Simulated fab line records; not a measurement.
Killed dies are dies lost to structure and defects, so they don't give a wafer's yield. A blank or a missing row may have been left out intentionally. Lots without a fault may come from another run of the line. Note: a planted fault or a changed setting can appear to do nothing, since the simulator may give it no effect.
fab line records    flow sky130
[record] lots = 14  wafers = 42  last_day = 49
route steps=708 shown SONOS_TUNNEL@158
lots that met no fault: from a run of the same line without faults
start_h: hours from the record's first day to the start of the lot's first wafer shown    wait_h: hours since the lot's step before    " the same as in the row above    L1.1+2: several wafers, shown together as one row    - either no value or no given start    * or withheld: withheld    < > ~ a bound
route shown NAME@n: names a module that has steps shown in the file, with the first one's number in the route    usual: the fault-free wafers' mean and standard deviation    same: alike in all rows    chamber/n: place in a boat    sites: each site's reading    _std_site: standard deviation across them    _edge_site: mean of outer sites minus mean of inner sites    radius_mm: how far each site lies from the wafer's centre    mask NAME#n: copy n    behind: the most recent tool/chamber to have shaped the wafer    hold: cause of the lot's hold/its duration in hours/its outcome    device: transistor that didn't switch, given as n, p or np    end of line: tests run on the same wafers once the route is complete    a step given without rows: its recipe and nothing more    killed: count of dies lost to structure and defects at first sort (not the wafer's yield)    map: shows each die of a wafer: x if killed, . if not, _ if none is there
set.NAME: the run value of the setting; set.NAME@STEP: its run value at that earlier step    model.NAME: the simulator's own value behind a step, which no gauge read
the route's steps for a sample of lots (tables are steps, rows are wafers)
services: a tool's chamber out of use, with start hour (start_h, from the record's first day; less than 0 if before it), hours out, and reason
[[steps]]
[step SKY_SONOS_TUNNEL_EXPOSE_04]
[recipe] mask_id = TUNM  na = 0.6  source_shape = conventional  sigma_outer = 0.6  polarization = unpolarized  target_cd_nm = 410  dose_mj = 136
[usual] focus_offset_nm = -0.2/0.57
lot.wafer  tool              chamber  start_h  wait_h  mask    focus_offset_nm
L530.1     iline_stepper-01  0        235.02   -       TUNM#0  -0.1
L530.4     "                 0        "        "       TUNM#0  0.4
L530.6     "                 0        "        "       TUNM#0  0.0
L531.1     iline_stepper-02  0        241.50   -       TUNM#0  -0.4
L531.2     "                 0        "        "       TUNM#0  -1.3
L531.6     "                 0        "        "       TUNM#0  -0.3
L534.1     iline_stepper-01  0        268.01   -       TUNM#0  -0.5
L534.4     "                 0        "        "       TUNM#0  -0.7
L534.6     "                 0        "        "       TUNM#0  0.3
L535.1     iline_stepper-02  0        272.35   -       TUNM#0  -0.7
L535.3     "                 0        "        "       TUNM#0  0.4
L535.5     "                 0        "        "       TUNM#0  0.6
L537.2     iline_stepper-02  0        284.95   -       TUNM#0  0.6
L537.4     "                 0        "        "       TUNM#0  -0.4
L537.6     "                 0        "        "       TUNM#0  -0.1
L538.3     iline_stepper-01  0        299.33   -       TUNM#0  -0.6
L538.5     "                 0        "        "       TUNM#0  -0.9
L538.6     "                 0        "        "       TUNM#0  -0.3
L539.2     iline_stepper-01  0        306.27   -       TUNM#0  -0.1
L539.3     "                 0        "        "       TUNM#0  0.5
L539.5     "                 0        "        "       TUNM#0  -0.5
L540.1     iline_stepper-02  0        307.55   -       TUNM#0  0.2
L540.3     "                 0        "        "       TUNM#0  0.2
L540.6     "                 0        "        "       TUNM#0  0.5
L541.1     iline_stepper-01  0        316.77   -       TUNM#0  -0.7
L541.2     "                 0        "        "       TUNM#0  -0.9
L541.6     "                 0        "        "       TUNM#0  -0.8
L542.3     iline_stepper-01  0        321.19   -       TUNM#0  0.7
L542.4     "                 0        "        "       TUNM#0  -0.5
L542.5     "                 0        "        "       TUNM#0  0.3
L543.1     iline_stepper-02  0        332.66   -       TUNM#0  -0.2
L543.2     "                 0        "        "       TUNM#0  0.5
L543.5     "                 0        "        "       TUNM#0  0.5
L545.1     iline_stepper-02  0        348.50   -       TUNM#0  -0.6
L545.3     "                 0        "        "       TUNM#0  -0.9
L545.4     "                 0        "        "       TUNM#0  0.4
L549.2     iline_stepper-02  0        382.62   -       TUNM#0  0.2
L549.4     "                 0        "        "       TUNM#0  0.0
L549.6     "                 0        "        "       TUNM#0  -0.3
L550.1     iline_stepper-02  0        388.13   -       TUNM#0  0.6
L550.3     "                 0        "        "       TUNM#0  0.2
L550.5     "                 0        "        "       TUNM#0  0.0
[step SKY_SONOS_TUNNEL_OVL_MEAS_08]
[usual] SONOS_TUNNEL_OVL = -0.5/1.5
lot.wafer  tool        chamber  start_h  wait_h  SONOS_TUNNEL_OVL[nm]
L530.1     overlay-01  -        246.82   0.1     0.8
L530.4     "           -        "        "       1.0
L530.6     "           -        "        "       2.6
L531.1     overlay-02  -        252.29   0.1     -2.8
L531.2     "           -        "        "       -2.0
L531.6     "           -        "        "       -1.2
L534.1     overlay-02  -        279.40   0.1     1.3
L534.4     "           -        "        "       2.1
L534.6     "           -        "        "       2.3
L535.1     overlay-02  -        284.52   0.1     0.5
L535.3     "           -        "        "       1.3
L535.5     "           -        "        "       -0.7
L537.2     overlay-01  -        296.37   0.1     -1.2
L537.4     "           -        "        "       -2.6
L537.6     "           -        "        "       -2.1
L538.3     overlay-02  -        310.91   0.1     -0.7
L538.5     "           -        "        "       -1.2
L538.6     "           -        "        "       -1.6
L539.2     overlay-01  -        318.75   0.1     -0.3
L539.3     "           -        "        "       0.5
L539.5     "           -        "        "       0.8
L540.1     overlay-02  -        320.35   0.1     -0.9
L540.3     "           -        "        "       -1.2
L540.6     "           -        "        "       -1.4
L541.1     overlay-01  -        329.20   0.1     38.8
L541.2     "           -        "        "       41.4
L541.6     "           -        "        "       40.3
L542.3     overlay-02  -        333.86   0.1     36.7
L542.4     "           -        "        "       37.2
L542.5     "           -        "        "       36.1
L543.1     overlay-01  -        345.89   0.1     1.0
L543.2     "           -        "        "       1.1
L543.5     "           -        "        "       0.3
L545.1     overlay-01  -        362.25   0.1     -2.0
L545.3     "           -        "        "       -1.4
L545.4     "           -        "        "       -0.9
L549.2     overlay-02  -        395.96   0.1     1.3
L549.4     "           -        "        "       -0.5
L549.6     "           -        "        "       0.1
L550.1     overlay-01  -        402.80   0.1     -1.7
L550.3     "           -        "        "       -1.3
L550.5     "           -        "        "       -1.7
[[services]]
tool              chamber  start_h  hours  kind
iline_stepper-02  -        224.34   1.7    pm
iline_stepper-02  -        342.11   2.8    repair
[[key]]
[first_sign] step = SKY_SONOS_TUNNEL_OVL_MEAS_08  reading = SONOS_TUNNEL_OVL  direction = up  sigmas = 26  usual = -0.5  struck = 38.4
effect none on later readings
met_at SKY_SONOS_TUNNEL_EXPOSE_04
struck_lots L541,L542
tester_left_out L541,L542
onset_between 306.27 316.77
[fault] kind = scanner_matching_overlay  tool = iline_stepper-01  chamber = -  onset_h = 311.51  steps = SKY_SONOS_TUNNEL_EXPOSE_04  offset = 37.726
// tester_left_out: of these lots the tester's yield and bins aren't shown, on N5 and GAA mostly nor the transistor test; their killed dies are dies lost to structure and defects alone, not to doping, threshold or leakage, so they don't give the yield
